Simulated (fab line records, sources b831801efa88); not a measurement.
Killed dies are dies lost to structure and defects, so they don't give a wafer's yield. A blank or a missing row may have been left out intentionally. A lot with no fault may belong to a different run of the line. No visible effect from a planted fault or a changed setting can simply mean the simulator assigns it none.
fab line records	flow gf180mcu
record: lots: 5	wafers: 15	lastDay: 34
route steps=602 shown M5@535 V5@540 TOP_METAL@567
lots untouched by any fault: they come from a run of this same line in which no faults occurred
startH: the number of hours between the record's first day and the start of the first shown wafer of the lot	waitH: how many hours have passed since the lot's step before this one	" unchanged from the row above	L1.1+2: a row that stands for several wafers	- no value, or no start was given	* or withheld: withheld	< > ~ a bound
route shown NAME@n: a module of which the file shows steps, and the number in the route of the first	usual: the fault-free wafers' mean and standard deviation	same: alike in all rows	chamber/n: place in a boat	sites: readings site by site	_std_site: standard deviation across them	_edge_site: the outer-site mean with the inner-site mean subtracted	radiusMm: how far each site lies from the wafer's centre	mask NAME#n: copy n	behind: tool/chamber where the wafer was last shaped	hold: the reason the lot was held/the length of the hold in hours/how it ended	device: the transistor (n, p or np) that didn't switch	end of line: the same wafers' tests at the end of the route	a step without rows: its recipe alone	killed: the dies lost at the first sort to structure and to defects; this is not the yield of the wafer	map: a wafer's dies, marking killed ones x, the rest . and places with no die _
set.NAME: the run value of the setting; set.NAME@STEP: its run value at that earlier step	model.NAME: the simulator's own value behind a step, which no gauge read
certain route steps with their lots: each step a table, each wafer a row
services: from which hour (startH, from the record's first day; less than 0 if before it) a tool's chamber was out of use, for how many hours, and why
== steps ==
step: GF_M5_ETCH_09
recipe: chemistry: CF4/O2	target: Si3N4	targetDepthNm: 52	sourceW: 800	biasW: 150	pressureMtorr: 150	cf4FlowSccm: 80	O2_flow_sccm: 10	timeS: 11.6
usual: drypumpMotorCurrentA: 5.6/0.46	oesProductAu: 1.002/0.012	throttleValvePct: 5.970/0.01
lot.wafer	tool	chamber	startH	waitH	drypumpMotorCurrentA	oesProductAu	rfHoursCounterH	throttleValvePct
L076.1	rieDiel-03	2	628.80	0.0	5.8	1.016	9	5.973
L076.3	"	3	"	"	5.8	1.017	19	5.971
L076.6	"	3	"	"	5.8	1.025	-	5.988
L080.1	rieDiel-03	2	661.98	0.0	5.8	1.005	10	5.968
L080.2	"	3	"	"	5.8	1.006	20	5.991
L080.5	"	1	"	"	5.1	0.999	-	5.974
L084.1	rieDiel-02	2	686.10	0.0	5.1	0.991	39	5.972
L084.2	"	0	"	"	5.4	1.012	17	5.965
L084.5	"	2	"	"	5.2	0.996	-	5.975
L092.1	rieDiel-02	2	748.05	0.0	5.2	0.977	41	5.966
L092.5	"	1	"	"	5.3	0.998	-	5.982
L092.6	"	2	"	"	5.2	0.976	-	5.961
L096.2	rieDiel-03	1	755.20	0.0	5.0	1.011	9	5.982
L096.4	"	2	"	"	5.8	0.999	13	5.973
L096.5	"	1	"	"	5.0	1.006	-	5.969
step: GF_M5_METAL_ETCH_10
recipe: chemistry: Cl2/BCl3	maskMaterial: KrF	targetDepthNm: 627.5	stopOn: SiO2	pressureMtorr: 8	icpW: 800	biasW: 140	Cl2_flow_sccm: 80	bcl3FlowSccm: 40	timeS: 104.6
usual: drypumpMotorCurrentA: 5.6/0.37	oesProductAu: 0.969/0.0064	throttleValvePct: 28.255/0.0099
lot.wafer	tool	chamber	startH	waitH	drypumpMotorCurrentA	oesProductAu	rfHoursCounterH	throttleValvePct
L076.1	rieMetal-04	0	628.83	0.0	5.5	0.956	4	28.270
L076.3	"	0	"	"	5.5	0.958	-	28.261
L076.6	"	0	"	"	5.5	0.963	-	28.272
L080.1	rieMetal-04	1	662.01	0.0	6.1	0.975	4	28.254
L080.2	"	0	"	"	5.5	0.976	6	28.258
L080.5	"	0	"	"	5.5	0.980	-	28.254
L084.1	rieMetal-02	1	686.13	0.0	6.1	0.971	3	28.250
L084.2	"	0	"	"	5.3	0.973	12	28.252
L084.5	"	1	"	"	6.1	0.977	-	28.257
L092.1	rieMetal-01	1	748.08	0.0	5.0	0.961	4	28.261
L092.5	"	0	"	"	5.6	0.962	-	28.254
L092.6	"	1	"	"	5.1	0.969	-	28.254
L096.2	rieMetal-01	1	755.22	0.0	5.0	0.968	4	28.244
L096.4	"	0	"	"	5.6	0.971	-	28.256
L096.5	"	1	"	"	5.0	0.974	-	28.258
step: GF_M5_STRIP_11
recipe: chemistry: O2/N2	powerW: 1400	pressureMtorr: 1500	platenTempC: 250	o2FlowSccm: 3000	n2FlowSccm: 300	overashFraction: 0.5
usual: drypumpMotorCurrentA: 5.7/0.37	heaterPowerW: 369/38	oesProductAu: 0.543/0.0056	stripTimeToEndpointS: 7.52/0.047
lot.wafer	tool	chamber	startH	waitH	drypumpMotorCurrentA	heaterPowerW	oesProductAu	rfHoursCounterH	stripTimeToEndpointS
L076.1	plasmaAsher-01	0	628.94	0.1	5.3	313	0.539	97	7.47
L076.3	"	0	"	"	5.3	322	0.551	-	7.48
L076.6	"	0	"	"	5.3	303	0.534	-	7.46
L080.1	plasmaAsher-01	0	662.12	0.1	5.3	314	0.549	100	7.51
L080.2	"	1	"	"	5.8	388	0.549	100	7.52
L080.5	"	1	"	"	5.7	373	0.548	-	7.54
L084.1	plasmaAsher-01	0	686.24	0.1	5.3	314	0.549	102	7.50
L084.2	"	1	"	"	5.8	380	0.554	102	7.49
L084.5	"	0	"	"	5.3	314	0.547	-	7.50
L092.1	plasmaAsher-04	0	748.19	0.1	5.7	396	0.546	96	7.58
L092.5	"	0	"	"	5.7	399	0.549	-	7.62
L092.6	"	1	"	"	5.6	410	0.544	-	7.58
L096.2	plasmaAsher-04	0	755.34	0.1	5.7	387	0.550	97	7.52
L096.4	"	0	"	"	5.6	388	0.548	-	7.54
L096.5	"	0	"	"	5.6	393	0.546	-	7.54
step: GF_M5_STRIP_12
recipe: chemistry: postEtchResidueRemover	timeS: 1200	tempC: 72.5
usual: bathHeatDutyPct: 15.7/2.3
lot.wafer	tool	chamber	startH	waitH	bathHeatDutyPct
L076.1	wetBench-03	3	629.04	0.1	13.4
L076.3	"	3	"	"	14.1
L076.6	"	3	"	"	13.5
L080.1	wetBench-03	2	662.22	0.1	13.5
L080.2	"	2	"	"	13.3
L080.5	"	2	"	"	14.8
L084.1	wetBench-03	3	686.34	0.1	14.6
L084.2	"	3	"	"	14.2
L084.5	"	3	"	"	12.9
L092.1	wetBench-04	2	748.29	0.1	13.3
L092.5	"	2	"	"	13.7
L092.6	"	2	"	"	14.0
L096.2	wetBench-04	3	755.44	0.1	17.6
L096.4	"	3	"	"	19.0
L096.5	"	3	"	"	18.9
step: GF_M5_CLEAN_13
recipe: chemistry: DIW	dry: n2Spin
lot.wafer	tool	chamber	startH	waitH
L076.1+3+6	wetBench-01	0	629.41	0.0
L080.1+2+5	wetBench-04	2	662.90	0.0
L084.1+2+5	wetBench-01	2	686.68	0.0
L092.1+5+6	wetBench-01	2	748.63	0.0
L096.2+4+5	wetBench-03	1	755.81	0.0
step: GF_V5_CVD_00
recipe: material: SiO2	targetThkNm: 300	sigmaOpenFrac: 0.3	tempC: 400	timeS: 50	sih4FlowSccm: 60	pressureMtorr: 6
lot.wafer	tool	chamber	startH	waitH
L076.1+3+6	hdpcvd-01	2,0,2	629.51	0.0
L080.1+2+5	hdpcvd-01	0,2,0	662.99	0.0
L084.1+2+5	hdpcvd-01	0,1,2	686.77	0.0
L092.1+5+6	hdpcvd-01	2,2,0	748.73	0.0
L096.2+4+5	hdpcvd-02	2,2,0	755.90	0.0
step: GF_V5_THK_MEAS_01
recipe: reads: SiO2_of_V5_CVD_00
usual: V5_CVD_00_THK: 299/4.4
lot.wafer	tool	chamber	startH	waitH	V5_CVD_00_THK[nm]
L076.1	filmMetro-04	-	629.56	0.0	292
L076.3	"	-	"	"	301
L076.6	"	-	"	"	294
L080.1	filmMetro-03	-	663.04	0.0	305
L080.2	"	-	"	"	302
L080.5	"	-	"	"	304
L084.1	filmMetro-04	-	686.82	0.0	307
L084.2	"	-	"	"	299
L084.5	"	-	"	"	300
L092.1	filmMetro-03	-	748.77	0.0	302
L092.5	"	-	"	"	305
L092.6	"	-	"	"	307
L096.2	filmMetro-03	-	755.95	0.0	300
L096.4	"	-	"	"	301
L096.5	"	-	"	"	306
step: GF_V5_CVD_02
recipe: material: SiO2	targetThkNm: 1450	precursor: TEOS	tempC: 400	timeS: 163.28	rfW: 600
usual: heaterPowerW: 652/79
lot.wafer	tool	chamber	startH	waitH	heaterPowerW
L076.1	pecvd-03	2	629.62	0.1	784
L076.3	"	0	"	"	600
L076.6	"	2	"	"	624
L080.1	pecvd-03	2	663.10	0.1	756
L080.2	"	0	"	"	695
L080.5	"	0	"	"	569
L084.1	pecvd-02	2	686.88	0.1	700
L084.2	"	1	"	"	680
L084.5	"	2	"	"	583
L092.1	pecvd-03	2	748.83	0.1	782
L092.5	"	1	"	"	629
L092.6	"	0	"	"	698
L096.2	pecvd-02	2	756.00	0.0	681
L096.4	"	1	"	"	570
L096.5	"	2	"	"	577
step: GF_V5_THK_MEAS_03
recipe: reads: SiO2_of_V5_CVD_02
usual: V5_CVD_02_THK: 1448/20
lot.wafer	tool	chamber	startH	waitH	V5_CVD_02_THK[nm]
L076.1	filmMetro-03	-	629.72	0.1	1422
L076.3	"	-	"	"	1414
L076.6	"	-	"	"	1440
L080.1	filmMetro-04	-	663.21	0.1	1433
L080.2	"	-	"	"	1392
L080.5	"	-	"	"	1430
L084.1	filmMetro-02	-	686.98	0.1	1437
L084.2	"	-	"	"	1432
L084.5	"	-	"	"	1481
L092.1	filmMetro-02	-	748.94	0.1	1432
L092.5	"	-	"	"	1460
L092.6	"	-	"	"	1457
L096.2	filmMetro-02	-	756.12	0.1	1445
L096.4	"	-	"	"	1456
L096.5	"	-	"	"	1461
step: GF_V5_CMP_04
recipe: material: SiO2	downForcePsi: 4	platenRpm: 60	padVelocityMS: 0.94248
usual: motorCurrentA: 11.9/0.86	platenRpm: 60.00/0.043	retainingRingPressureFrac: 1.000/0.0045	slurryFilterDpKPa: 13.50/0.14
lot.wafer	tool	chamber	startH	waitH	motorCurrentA	platenRpm	retainingRingPressureFrac	slurryFilterDpKPa
L076.3	cmp-02	1	629.83	0.1	12.4	60.01	0.997	13.34
L076.1	"	3	"	"	12.1	60.02	1.010	13.49
L076.6	"	0	"	"	12.8	60.01	1.003	13.22
L080.2	cmp-01	1	663.32	0.1	12.5	60.01	0.998	13.43
L080.1	"	3	"	"	10.3	60.05	1.002	13.56
L080.5	"	1	"	"	11.9	60.06	1.000	13.64
L084.2	cmp-02	0	687.04	0.0	11.4	60.01	1.007	13.57
L084.1	"	1	"	"	12.9	59.94	0.998	13.68
L084.5	"	1	"	"	12.9	60.01	0.996	13.57
L092.1	cmp-02	2	749.10	0.1	11.5	60.05	1.000	13.44
L092.6	"	0	"	"	11.9	59.98	1.002	13.63
L092.5	"	1	"	"	12.3	59.98	0.991	13.22
L096.2	cmp-01	3	756.17	0.0	10.5	60.07	0.994	13.51
L096.4	"	0	"	"	10.5	60.01	0.997	13.64
L096.5	"	0	"	"	11.2	59.97	0.994	13.48
step: GF_V5_BOW_MEAS_05
recipe: mode: bow
usual: V5_BOW: 132/8
lot.wafer	tool	chamber	startH	waitH	V5_BOW[um]
L076.1	filmMetro-03	-	630.08	0.1	122
L076.3	"	-	"	"	134
L076.6	"	-	"	"	119
L080.1	filmMetro-02	-	663.57	0.1	127
L080.2	"	-	"	"	131
L080.5	"	-	"	"	123
L084.1	filmMetro-02	-	687.34	0.2	134
L084.2	"	-	"	"	129
L084.5	"	-	"	"	130
L092.1	filmMetro-02	-	749.30	0.1	130
L092.5	"	-	"	"	134
L092.6	"	-	"	"	130
L096.2	filmMetro-04	-	756.49	0.3	137
L096.4	"	-	"	"	122
L096.5	"	-	"	"	147
step: GF_V5_DEHYDRATE_06
recipe: tempC: 200	timeS: 60
lot.wafer	tool	chamber	startH	waitH
L076.1+3+6	lithoTrack-02	0	639.18	9.1
L080.1+2+5	lithoTrack-03	0	672.89	9.3
L084.1+2+5	lithoTrack-03	0	695.84	8.5
L092.1+5+6	lithoTrack-02	0	756.68	7.4
L096.2+4+5	lithoTrack-02	0	764.45	7.9
step: GF_V5_HMDS_07
recipe: primeTimeS: 60	primeTempC: 120
lot.wafer	tool	chamber	startH	waitH
L076.1+3+6	lithoTrack-02	0	639.33	0.1
L080.1+2+5	lithoTrack-03	0	673.04	0.1
L084.1+2+5	lithoTrack-03	0	695.99	0.1
L092.1+5+6	lithoTrack-02	0	756.83	0.1
L096.2+4+5	lithoTrack-02	0	764.60	0.1
step: GF_V5_COAT_08
recipe: resist: BARC	tempC: withheld	timeS: withheld	spinRpm: withheld	resistThkNm: withheld
lot.wafer	tool	chamber	startH	waitH
L076.1+3+6	lithoTrack-02	0	639.48	0.1
L080.1+2+5	lithoTrack-03	0	673.19	0.1
L084.1+2+5	lithoTrack-03	0	696.14	0.1
L092.1+5+6	lithoTrack-02	0	756.98	0.1
L096.2+4+5	lithoTrack-02	0	764.75	0.1
step: GF_V5_COAT_09
recipe: resist: KrF	spinRpm: withheld	resistThkNm: 1000
lot.wafer	tool	chamber	startH	waitH
L076.1+3+6	lithoTrack-02	0	-	-
L080.1+2+5	lithoTrack-03	0	-	-
L084.1+2+5	lithoTrack-03	0	-	-
L092.1+5+6	lithoTrack-02	0	-	-
L096.2+4+5	lithoTrack-02	0	-	-
step: GF_V5_SOFTBAKE_10
recipe: tempC: 130	timeS: 60	resist: KrF
lot.wafer	tool	chamber	startH	waitH
L076.1+3+6	lithoTrack-02	0	-	-
L080.1+2+5	lithoTrack-03	0	-	-
L084.1+2+5	lithoTrack-03	0	-	-
L092.1+5+6	lithoTrack-02	0	-	-
L096.2+4+5	lithoTrack-02	0	-	-
step: GF_V5_EXPOSE_11
recipe: maskId: Via5	targetCdNm: 260	na: 0.68	sourceShape: conventional	sigmaOuter: 0.6	doseMj: 38
lot.wafer	tool	chamber	startH	waitH	mask
L076.1+3+6	krfScanner-02	0	-	-	Via5#0
L080.1+2+5	krfScanner-02	0	-	-	Via5#0
L084.1+2+5	krfScanner-01	0	-	-	Via5#0
L092.1+5+6	krfScanner-02	0	-	-	Via5#0
L096.2+4+5	krfScanner-01	0	-	-	Via5#0
step: GF_V5_PEB_12
recipe: pebTempC: 135	pebTimeS: 90	resist: KrF
lot.wafer	tool	chamber	startH	waitH
L076.1+3+6	lithoTrack-02	0	-	-
L080.1+2+5	lithoTrack-03	0	-	-
L084.1+2+5	lithoTrack-01	0	-	-
L092.1+5+6	lithoTrack-01	0	-	-
L096.2+4+5	lithoTrack-03	0	-	-
step: GF_V5_DEVELOP_13
recipe: developTimeS: 60	resist: KrF	devTempC: 21
same: developTimeS: 60
lot.wafer	tool	chamber	startH	waitH
L076.1+3+6	lithoTrack-02	0	649.78	0.2
L080.1+2+5	lithoTrack-03	0	682.94	0.2
L084.1+2+5	lithoTrack-01	0	704.90	0.2
L092.1+5+6	lithoTrack-01	0	765.00	0.2
L096.2+4+5	lithoTrack-03	0	772.71	0.2
step: GF_V5_CD_MEAS_14
recipe: targetCdNm: 260
usual: cdNm: 260.1/1.4
lot.wafer	tool	chamber	startH	waitH	cdNm
L076.1	cdSem-02	-	649.93	0.1	262.1
L076.3	"	-	"	"	259.2
L076.6	"	-	"	"	259.4
L080.1	cdSem-01	-	683.09	0.1	258.9
L080.2	"	-	"	"	259.8
L080.5	"	-	"	"	259.5
L084.1	cdSem-02	-	705.05	0.1	258.4
L084.2	"	-	"	"	258.9
L084.5	"	-	"	"	258.6
L092.1	cdSem-01	-	765.16	0.1	259.7
L092.5	"	-	"	"	260.3
L092.6	"	-	"	"	259.9
L096.2	cdSem-01	-	772.86	0.1	261.8
L096.4	"	-	"	"	262.1
L096.5	"	-	"	"	261.8
step: GF_V5_OVL_MEAS_15
usual: V5_OVL: 4/5
lot.wafer	tool	chamber	startH	waitH	V5_OVL[nm]
L076.1	overlay-01	-	650.05	0.1	12
L076.3	"	-	"	"	5
L076.6	"	-	"	"	10
L080.1	overlay-02	-	683.21	0.1	5
L080.2	"	-	"	"	4
L080.5	"	-	"	"	2
L084.1	overlay-02	-	705.17	0.1	2
L084.2	"	-	"	"	0
L084.5	"	-	"	"	7
L092.1	overlay-02	-	765.28	0.1	1
L092.5	"	-	"	"	2
L092.6	"	-	"	"	8
L096.2	overlay-02	-	772.96	0.1	8
L096.4	"	-	"	"	6
L096.5	"	-	"	"	11
step: GF_V5_ETCH_16
recipe: chemistry: N2/H2	targetDepthA: withheld	overetchA: withheld	timeS: withheld	target: BARC	ionEnergyEv: 200	sourceW: 500	biasW: 100	pressureMtorr: 30	n2FlowSccm: 100	h2FlowSccm: 200
usual: drypumpMotorCurrentA: 5.7/0.53	oesProductAu: 0.854/0.0049	throttleValvePct: 13.223/0.0096
lot.wafer	tool	chamber	startH	waitH	drypumpMotorCurrentA	oesProductAu	throttleValvePct
L076.1	rieDiel-01	1	650.08	0.0	5.1	0.852	13.210
L076.3	"	0	"	"	6.2	0.854	13.220
L076.6	"	0	"	"	6.2	0.851	13.216
L080.1	rieDiel-04	1	683.24	0.0	5.4	0.847	13.238
L080.2	"	0	"	"	6.1	0.852	13.229
L080.5	"	2	"	"	5.0	0.853	13.224
L084.1	rieDiel-03	0	705.20	0.0	5.5	0.847	13.223
L084.2	"	1	"	"	5.1	0.853	13.238
L084.5	"	2	"	"	5.8	0.855	13.230
L092.1	rieDiel-01	3	765.31	0.0	6.3	0.852	13.224
L092.5	"	0	"	"	6.3	0.851	13.235
L092.6	"	3	"	"	6.3	0.853	13.244
L096.2	rieDiel-04	0	772.99	0.0	6.1	0.857	13.216
L096.4	"	1	"	"	5.4	0.855	13.204
L096.5	"	1	"	"	5.4	0.854	13.222
step: GF_V5_ETCH_17
recipe: chemistry: C4F8/O2/Ar	maskMaterial: KrF	target: SiO2	stopOn: TiN	sourceW: 1500	biasW: 1200	pressureMtorr: 40	c4f8FlowSccm: withheld	O2_flow_sccm: 6	Ar_flow_sccm: 300	timeS: withheld	targetDepthA: 8550
usual: oesProductAu: 0.859/0.0049
lot.wafer	tool	chamber	startH	waitH	oesProductAu
L076.1	rieDiel-01	1	-	-	0.861
L076.3	"	0	"	"	0.864
L076.6	"	0	"	"	0.863
L080.1	rieDiel-04	1	-	-	0.856
L080.2	"	0	"	"	0.850
L080.5	"	2	"	"	0.864
L084.1	rieDiel-03	0	-	-	0.859
L084.2	"	1	"	"	0.861
L084.5	"	2	"	"	0.865
L092.1	rieDiel-01	3	-	-	0.859
L092.5	"	0	"	"	0.855
L092.6	"	3	"	"	0.857
L096.2	rieDiel-04	0	-	-	0.856
L096.4	"	1	"	"	0.864
L096.5	"	1	"	"	0.856
step: GF_V5_STRIP_18
recipe: chemistry: O2/N2	powerW: 1400	pressureMtorr: 1500	platenTempC: 250	o2FlowSccm: 3000	n2FlowSccm: 300	overashFraction: 0.5
usual: drypumpMotorCurrentA: 5.64/0.29	heaterPowerW: 379/32	oesProductAu: 0.568/0.0051
lot.wafer	tool	chamber	startH	waitH	drypumpMotorCurrentA	heaterPowerW	oesProductAu	rfHoursCounterH
L076.1	plasmaAsher-04	0	650.24	-	5.68	397	0.570	86
L076.3	"	0	"	"	5.63	390	0.577	-
L076.6	"	0	"	"	5.63	386	0.560	-
L080.1	plasmaAsher-04	0	683.40	-	5.67	397	0.574	90
L080.2	"	1	"	"	5.57	410	0.563	90
L080.5	"	1	"	"	5.58	421	0.570	-
L084.1	plasmaAsher-04	1	705.36	-	5.58	417	0.569	92
L084.2	"	0	"	"	5.66	384	0.570	92
L084.5	"	1	"	"	5.57	421	0.560	-
L092.1	plasmaAsher-03	0	765.47	-	6.26	388	0.573	36
L092.5	"	0	"	"	6.20	387	0.567	-
L092.6	"	1	"	"	5.35	360	0.573	-
L096.2	plasmaAsher-01	0	773.15	-	5.29	321	0.565	1
L096.4	"	1	"	"	5.73	386	0.569	-
L096.5	"	1	"	"	5.76	379	0.570	-
step: GF_V5_STRIP_19
recipe: chemistry: postEtchResidueRemover	timeS: 1200	tempC: 72.5
usual: bathHeatDutyPct: 15.6/2.4
lot.wafer	tool	chamber	startH	waitH	bathHeatDutyPct
L076.1	wetBench-02	1	650.35	0.1	12.0
L076.3	"	1	"	"	13.1
L076.6	"	1	"	"	12.9
L080.1	wetBench-02	0	683.50	0.1	16.4
L080.2	"	0	"	"	16.2
L080.5	"	0	"	"	15.3
L084.1	wetBench-04	0	705.46	0.1	20.0
L084.2	"	0	"	"	19.9
L084.5	"	0	"	"	18.9
L092.1	wetBench-03	1	765.61	0.1	13.1
L092.5	"	1	"	"	13.9
L092.6	"	1	"	"	14.2
L096.2	wetBench-03	2	773.25	0.1	13.6
L096.4	"	2	"	"	13.8
L096.5	"	2	"	"	16.0
step: GF_V5_CLEAN_20
recipe: chemistry: DIW	dry: n2Spin
lot.wafer	tool	chamber	startH	waitH
L076.1+3+6	wetBench-03	0	650.69	0.0
L080.1+2+5	wetBench-03	0	683.84	0.0
L084.1+2+5	wetBench-02	3	705.80	0.0
L092.1+5+6	wetBench-04	0	765.95	0.0
L096.2+4+5	wetBench-04	3	773.59	0.0
step: GF_V5_SPUTTER_21
recipe: material: Ti	targetThkNm: 15	chamberPressurePa: 5	powerW: 2500	substrateTempC: 200	timeS: 80.02
usual: throttleValvePct: 29.9/0.83
lot.wafer	tool	chamber	startH	waitH	throttleValvePct
L076.1	pvdSputter-02	-	650.79	0.0	30.9
L076.3	"	-	"	"	30.6
L076.6	"	-	"	"	30.7
L080.1	pvdSputter-04	-	683.93	0.0	28.7
L080.2	"	-	"	"	29.9
L080.5	"	-	"	"	29.9
L084.1	pvdSputter-03	-	705.89	0.0	30.3
L084.2	"	-	"	"	29.1
L084.5	"	-	"	"	29.4
L092.1	pvdSputter-03	-	766.04	0.0	30.3
L092.5	"	-	"	"	30.3
L092.6	"	-	"	"	30.1
L096.2	pvdSputter-04	-	773.68	0.0	30.1
L096.4	"	-	"	"	31.1
L096.5	"	-	"	"	29.9
step: GF_V5_SPUTTER_22
recipe: material: TiN	targetThkNm: 10	chamberPressurePa: 5	powerW: 4000	timeS: 40
usual: throttleValvePct: 30.0/0.85
lot.wafer	tool	chamber	startH	waitH	throttleValvePct
L076.1	pvdSputter-02	-	650.85	0.0	31.1
L076.3	"	-	"	"	30.9
L076.6	"	-	"	"	30.9
L080.1	pvdSputter-04	-	683.99	0.0	28.6
L080.2	"	-	"	"	29.9
L080.5	"	-	"	"	30.0
L084.1	pvdSputter-03	-	705.95	0.0	30.3
L084.2	"	-	"	"	29.1
L084.5	"	-	"	"	29.2
L092.1	pvdSputter-03	-	766.10	0.0	30.3
L092.5	"	-	"	"	30.1
L092.6	"	-	"	"	29.9
L096.2	pvdSputter-04	-	773.74	0.0	29.7
L096.4	"	-	"	"	31.4
L096.5	"	-	"	"	29.8
step: GF_V5_CVD_23
recipe: material: W	targetThkNm: 350	timeS: 104.9	tempC: 400	pressureTorr: 40
usual: heaterPowerW: 971/120
lot.wafer	tool	chamber	startH	waitH	heaterPowerW
L076.1	cvdW-01	0	650.89	0.0	1033
L076.3	"	0	"	"	1048
L076.6	"	0	"	"	1035
L080.1	cvdW-02	1	684.03	0.0	746
L080.2	"	0	"	"	986
L080.5	"	1	"	"	743
L084.1	cvdW-02	1	705.99	0.0	745
L084.2	"	0	"	"	1012
L084.5	"	0	"	"	1006
L092.1	cvdW-01	0	766.14	0.0	1033
L092.5	"	0	"	"	1003
L092.6	"	1	"	"	1047
L096.2	cvdW-02	1	773.78	0.0	747
L096.4	"	0	"	"	1012
L096.5	"	1	"	"	742
step: GF_V5_RS_MEAS_24
recipe: thkMeasGauge: four-point-probe	reads: W_of_V5_CVD_23+TiN_of_V5_SPUTTER_22+Ti_of_V5_SPUTTER_21
usual: V5_W_RS: 0.328/0.0039
lot.wafer	tool	chamber	startH	waitH	V5_W_RS[ohm/sq]
L076.1	filmMetro-04	-	651.00	0.1	0.328
L076.3	"	-	"	"	0.329
L076.6	"	-	"	"	0.328
L080.1	filmMetro-02	-	684.14	0.1	0.321
L080.2	"	-	"	"	0.328
L080.5	"	-	"	"	0.321
L084.1	filmMetro-02	-	706.10	0.1	0.323
L084.2	"	-	"	"	0.331
L084.5	"	-	"	"	0.333
L092.1	filmMetro-02	-	766.25	0.1	0.326
L092.5	"	-	"	"	0.325
L092.6	"	-	"	"	0.329
L096.2	filmMetro-03	-	773.91	0.1	0.329
L096.4	"	-	"	"	0.334
L096.5	"	-	"	"	0.329
step: GF_V5_THK_MEAS_25
recipe: thkMeasGauge: xrf	reads: W_of_V5_CVD_23
usual: V5_W_THK: 352/4.8
lot.wafer	tool	chamber	startH	waitH	V5_W_THK[nm]
L076.1	filmMetro-04	-	651.12	0.1	354
L076.3	"	-	"	"	354
L076.6	"	-	"	"	353
L080.1	filmMetro-02	-	684.26	0.1	358
L080.2	"	-	"	"	352
L080.5	"	-	"	"	357
L084.1	filmMetro-02	-	706.22	0.1	357
L084.2	"	-	"	"	349
L084.5	"	-	"	"	343
L092.1	filmMetro-02	-	766.37	0.1	354
L092.5	"	-	"	"	357
L092.6	"	-	"	"	350
L096.2	filmMetro-03	-	774.02	0.1	350
L096.4	"	-	"	"	342
L096.5	"	-	"	"	347
step: GF_V5_CMP_26
recipe: stopOn: SiO2	downForcePsi: 3.5	platenRpm: 60	tOverpolishS: 15	targetThkNm: 0	padVelocityMS: 0.94248
usual: motorCurrentA: 10.7/0.79	overpolishRunS: 15.000/0.01	platenRpm: 60.00/0.043	retainingRingPressureFrac: 1.000/0.0052	slurryFilterDpKPa: 13.50/0.14	timeToEndpointS: 86/5.1
lot.wafer	tool	chamber	startH	waitH	motorCurrentA	overpolishRunS	platenRpm	retainingRingPressureFrac	slurryFilterDpKPa	timeToEndpointS
L076.3	cmp-02	2	651.18	0.0	10.3	14.986	60.05	1.004	13.33	94
L076.1	"	1	"	"	11.4	15.008	59.99	1.005	13.29	87
L076.6	"	3	"	"	11.6	15.010	59.97	0.999	13.66	85
L080.2	cmp-02	2	684.38	0.1	10.2	14.997	60.05	0.997	13.60	92
L080.1	"	0	"	"	10.9	14.998	59.96	0.995	13.24	88
L080.5	"	1	"	"	11.9	14.999	59.92	0.995	13.61	93
L084.2	cmp-01	0	706.28	0.0	9.6	15.016	60.06	0.997	13.38	83
L084.1	"	2	"	"	11.4	14.991	60.02	1.002	13.47	88
L084.5	"	0	"	"	10.1	14.999	60.06	0.999	13.50	82
L092.1	cmp-01	3	766.84	0.5	9.6	15.004	59.97	0.996	13.53	76
L092.5	"	3	"	"	9.7	15.002	60.06	1.001	13.51	79
L092.6	"	0	"	"	9.3	15.015	60.04	1.011	13.46	86
L096.2	cmp-01	0	776.84	2.8	10.0	14.990	59.94	1.000	13.61	87
L096.4	"	3	"	"	9.6	15.012	60.04	1.000	13.62	80
L096.5	"	1	"	"	10.9	14.991	59.98	1.002	13.66	95
step: GF_TOP_METAL_SPUTTER_00
recipe: material: Ti	targetThkNm: 37.5	arrivingIonEnergyEv: 80	substrateTempC: 200	chamberPressurePa: 2	powerW: 4000	timeS: 150
usual: throttleValvePct: 30.1/0.97
lot.wafer	tool	chamber	startH	waitH	throttleValvePct
L076.1	pvdSputter-04	-	651.48	0.1	30.8
L076.3	"	-	"	"	29.8
L076.6	"	-	"	"	30.9
L080.1	pvdSputter-01	-	684.65	0.1	31.1
L080.2	"	-	"	"	29.3
L080.5	"	-	"	"	31.4
L084.1	pvdSputter-04	-	706.58	0.1	30.0
L084.2	"	-	"	"	29.4
L084.5	"	-	"	"	30.0
L092.1	pvdSputter-04	-	767.14	0.2	29.6
L092.5	"	-	"	"	31.2
L092.6	"	-	"	"	30.2
L096.2	pvdSputter-01	-	777.14	0.2	31.6
L096.4	"	-	"	"	31.2
L096.5	"	-	"	"	29.4
step: GF_TOP_METAL_SPUTTER_01
recipe: material: TiN	targetThkNm: 30	powerW: 6500	timeS: 25	chamberPressurePa: 0.4
usual: throttleValvePct: 30.1/0.96
lot.wafer	tool	chamber	startH	waitH	throttleValvePct
L076.1	pvdSputter-04	-	651.58	0.1	31.2
L076.3	"	-	"	"	29.4
L076.6	"	-	"	"	31.3
L080.1	pvdSputter-01	-	684.75	0.1	30.9
L080.2	"	-	"	"	29.3
L080.5	"	-	"	"	31.2
L084.1	pvdSputter-04	-	706.68	0.1	30.0
L084.2	"	-	"	"	29.4
L084.5	"	-	"	"	30.0
L092.1	pvdSputter-04	-	767.24	0.1	29.6
L092.5	"	-	"	"	31.0
L092.6	"	-	"	"	30.0
L096.2	pvdSputter-01	-	777.24	0.1	31.6
L096.4	"	-	"	"	31.3
L096.5	"	-	"	"	29.3
== services ==
tool	chamber	startH	hours	kind
rieDiel-03	2	606.25	2.4	repair
plasmaAsher-04	-	612.18	0.4	repair
rieDiel-03	-	613.47	14.6	pm
cmp-01	-	626.56	3.6	repair
cmp-01	-	628.53	0.7	repair
rieDiel-01	0	630.83	4.8	repair
plasmaAsher-01	-	637.01	7.1	repair
rieDiel-04	0	640.25	2.0	repair
cmp-01	-	643.30	1.0	repair
rieDiel-04	1	646.38	27.7	repair
plasmaAsher-01	-	648.33	2.8	pm
rieDiel-04	-	650.64	2.8	pm
rieDiel-04	0	656.12	3.9	repair
rieDiel-01	2	661.29	4.9	repair
rieDiel-03	-	666.08	0.4	repair
hdpcvd-01	1	667.40	4.1	repair
cmp-01	-	672.51	1.8	repair
cmp-01	-	678.16	5.5	pm
rieDiel-03	2	679.45	15.1	repair
cmp-01	-	689.41	6.3	pm
rieDiel-03	3	692.61	2.3	repair
cmp-02	-	755.96	28.3	repair
cmp-01	-	768.04	4.0	pm
cmp-02	-	771.40	0.4	repair
== key ==
fault none
